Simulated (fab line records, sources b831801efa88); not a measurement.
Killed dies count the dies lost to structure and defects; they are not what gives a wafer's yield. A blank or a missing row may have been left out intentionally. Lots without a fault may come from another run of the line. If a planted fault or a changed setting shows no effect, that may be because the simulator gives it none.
The tool behind it: which one? | flow sky130 | 33 wafers from 11 lots sampled at 2 of the route's 708 steps

== WHAT THE GAUGES SHOWED, per wafer ==
SKY_VIA2_BOW_MEAS_03. Usual: VIA2_BOW 85 um, standard deviation 6.4.
lot  | measured     | on           | VIA2_BOW (um) | flag
L817 | day 35 07:10 | filmMetro-04 | 87 99 89      | 
L819 | day 35 21:34 | filmMetro-02 | 84 93 86      | 
L822 | day 36 14:53 | filmMetro-01 | 99 89 92      | 
L823 | day 37 00:47 | filmMetro-02 | 90 86 80      | 
L825 | day 37 13:00 | filmMetro-02 | 86 84 79      | 
L826 | day 37 23:01 | filmMetro-01 | 90 92 80      | 
L827 | day 38 08:14 | filmMetro-01 | 80 87 85      | 
L828 | day 38 15:41 | filmMetro-01 | 95 73 79      | 
L838 | day 41 14:31 | filmMetro-04 | 86 87 90      | 
L839 | day 41 16:25 | filmMetro-04 | 94 74 90      | 
L840 | day 41 21:23 | filmMetro-04 | 83 76 88      | 

SKY_VIA2_CD_MEAS_12: target cd 200 nm. Usual: cdNm at 200.0 nm, with a standard deviation of 1.5.
lot  | measured     | on       | cdNm (nm)         | flag
L817 | day 36 09:38 | cdSem-01 | 200.4 200.2 200.3 | 
L819 | day 37 00:05 | cdSem-01 | 199.8 200.5 199.0 | 
L822 | day 37 17:29 | cdSem-02 | 198.0 199.6 199.7 | 
L823 | day 38 03:16 | cdSem-02 | 198.2 199.0 197.7 | 
L825 | day 38 15:13 | cdSem-02 | 200.1 199.9 199.1 | 
L826 | day 39 01:02 | cdSem-01 | 200.7 201.8 203.3 | 
L827 | day 39 09:50 | cdSem-01 | 199.0 199.3 198.8 | 
L828 | day 39 16:53 | cdSem-02 | 198.4 200.1 199.2 | 
L838 | day 42 14:17 | cdSem-01 | 201.2 201.6 201.7 | 
L839 | day 42 15:46 | cdSem-01 | 201.8 201.4 201.5 | 
L840 | day 42 20:04 | cdSem-02 | 201.7 202.7 200.9 | 

== WHAT TOOL EACH LOT RAN ON (gives the tool, then ch and the chambers of the sampled wafers, and finally the start) ==
Record: no process step prior to these readings.

== WHAT THE TOOLS THEMSELVES READ (means of the sampled wafers that have a number; where no wafer has one, the mark that the record gives instead) ==
The record holds no such reading with a usual standard deviation.

== THE ANSWER, worked out from the rows above alone ==
Rule: lot off if the mean of its wafers having a number is beyond 3 standard deviations from the usual mean. A lot without any number at a reading at which 4 lots or more have one is off too. Any other lot the step has rows for is counted as sound. First the gauges in route order, then the tools' own readings, where a lot's mean is used as printed above. At the first step where some lot is off, the reading lying furthest off is the one used; lots without a number count as furthest.
Nothing can be told from this: no lot is off at any reading shown.

== WHAT HAD BEEN PUT IN BY THE SIMULATOR ==
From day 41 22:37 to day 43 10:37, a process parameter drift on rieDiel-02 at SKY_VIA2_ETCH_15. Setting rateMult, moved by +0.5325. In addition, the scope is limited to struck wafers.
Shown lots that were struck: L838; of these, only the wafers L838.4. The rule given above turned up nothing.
